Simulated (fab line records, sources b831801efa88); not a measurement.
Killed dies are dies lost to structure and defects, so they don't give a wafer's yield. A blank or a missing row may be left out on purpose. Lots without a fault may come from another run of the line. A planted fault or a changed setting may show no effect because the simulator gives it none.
Problem report in the 8D (eight disciplines) form, filled by code | flow sky130 | the parts of the form that need people (team, actions taken, sign-off) are left out

1. THE PROBLEM
chamber_pressure_Torr at SKY_VIA2_CVD_21 reads a mean of 41.58 Torr on 3 wafers of 2 lots; wafers without a fault read 39.99 Torr with a standard deviation of 0.087. That is +18 standard deviations from the usual mean.
The step: deposits W, target thk 420 nm, time 126.4 s.
First seen on wafer L672.2, day 41 19:04, on cvd_w-01. The record holds 36 wafers of 12 lots with a number at this step. Rule for "out", or "out of limits": more than 4 standard deviations from the usual mean. The other wafers with a number count as sound.

2. WHAT IT IS AND WHAT IT IS NOT
question                    | is                     | is not
which readings at this step | chamber_pressure_Torr  | heater_power_w
which lots                  | L672, L677             | L654, L656, L659, L661, L662, L663, L665, L667, L673, L675
which wafers of those lots  | L672.2, L672.5, L677.6 | L672.1, L677.1, L677.4
read on which tools         | cvd_w-01               | cvd_w-02
when                        | from day 41 19:04      | up to then (25 sound wafers); but 8 sound wafers of L673, L675, L677 came after

3. SUSPECTS, AND WHAT RULES EACH OUT
Counting: a tool at a process step up to the reading stays a suspect if it ran every lot that is out. Sound lots after the first of them don't rule it out here, since some wafers of a struck lot are sound.
- pvd_sputter-02 at SKY_VIA1_SPUTTER_20 (material TiN, target thk 20 nm, time 80 s): kept. It ran every lot that is out, first L672 (day 39 15:47); its last sound lot up to then is L667 (day 38 02:20).
- cvd_w-01 at SKY_VIA2_CVD_21 (deposits W, target thk 420 nm, time 126.4 s): kept. It ran every lot that is out, first L672 (day 41 19:04); its last sound lot up to then is L667 (day 40 06:45). Its own readings are out on those wafers: chamber_pressure_Torr.
- Within cvd_w-01 at SKY_VIA2_CVD_21: the wafers that are out ran in chamber 1; their sound lot-mates ran in chamber 0.
Left after counting: pvd_sputter-02 at SKY_VIA1_SPUTTER_20, cvd_w-01 at SKY_VIA2_CVD_21.

4. THE CAUSE (what the simulator had put in)
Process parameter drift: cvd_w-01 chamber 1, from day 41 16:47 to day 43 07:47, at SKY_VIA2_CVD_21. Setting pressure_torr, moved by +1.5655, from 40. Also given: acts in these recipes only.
Counting left 2 suspects, and this tool is among them.

5. THE CHAIN OF EFFECTS, in route order
Each row: a reading whose mean over the struck wafers that have a number lies more than 3 standard deviations from the usual. Only readings for which the record gives a usual standard deviation are gone through. hours: the time from each lot's start at the first step in this table that gives one to its start at this step, as a median over the lots. sigmas: the change in usual standard deviations.
hours | step            | reading               | usual      | on struck wafers | change | sigmas
0     | SKY_VIA2_CVD_21 | chamber_pressure_Torr | 39.99 Torr | 41.58            | +1.59  | +18
The process steps in it:
- SKY_VIA2_CVD_21: deposits W, target thk 420 nm, time 126.4 s.
Later measuring or inspecting steps at which every struck wafer that the step has a row for has a number for every such reading, and none has moved that far: SKY_VIA2_THK_MEAS_23.

6. WHAT WOULD HAVE CAUGHT IT SOONER
In this record the first reading out of limits was taken at day 41 19:04, 2 hours after the fault began at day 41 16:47.
